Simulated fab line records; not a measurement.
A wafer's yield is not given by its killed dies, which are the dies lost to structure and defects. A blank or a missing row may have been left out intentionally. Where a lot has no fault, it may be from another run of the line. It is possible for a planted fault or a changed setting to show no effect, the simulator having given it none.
The tool behind it: which one? || flow gf180mcu || 6 lots, 18 wafers sampled, at 1 step of a route of 602

## WHAT EACH GAUGE READ, for each wafer
GF_V3_BOW_MEAS_05.
{"lot": "L796", "measured": "day 21 19:16", "on": "filmMetro-03", "V3_BOW (um)": "107 100 111"}
{"lot": "L798", "measured": "day 22 09:13", "on": "filmMetro-01", "V3_BOW (um)": "113 119 112"}
{"lot": "L800", "measured": "day 23 06:32", "on": "filmMetro-02", "V3_BOW (um)": "123 130 127"}
{"lot": "L802", "measured": "day 23 23:09", "on": "filmMetro-01", "V3_BOW (um)": "127 120 117"}
{"lot": "L815", "measured": "day 27 22:22", "on": "filmMetro-03", "V3_BOW (um)": "114 103 111"}
{"lot": "L818", "measured": "day 28 22:15", "on": "filmMetro-02", "V3_BOW (um)": "108 111 118"}

## WHAT TOOL EACH LOT RAN ON (gives the tool, then ch and the chambers of the sampled wafers, and finally the start)
The record shows no process step preceding these readings.

## THE ANSWER, worked out from the rows above alone
Rule: the lots themselves supply what counts as usual. Put in order of their means at a reading, lots are off if they are a third of the lots or fewer, leave a main group of 4 or more, and stand apart from it by a gap of 3 or more times the standard deviation of the main group's means; of several such gaps the widest counts. The tables above print the reading to a certain number of digits; a main group whose means all agree to those digits is not used. A lot without any number at a reading at which 4 lots or more have one is off too. All remaining lots with rows at the step are treated as sound.
No lot is off on any of the readings shown, so nothing can be concluded from this.

## WHAT THE SIMULATOR PUT IN
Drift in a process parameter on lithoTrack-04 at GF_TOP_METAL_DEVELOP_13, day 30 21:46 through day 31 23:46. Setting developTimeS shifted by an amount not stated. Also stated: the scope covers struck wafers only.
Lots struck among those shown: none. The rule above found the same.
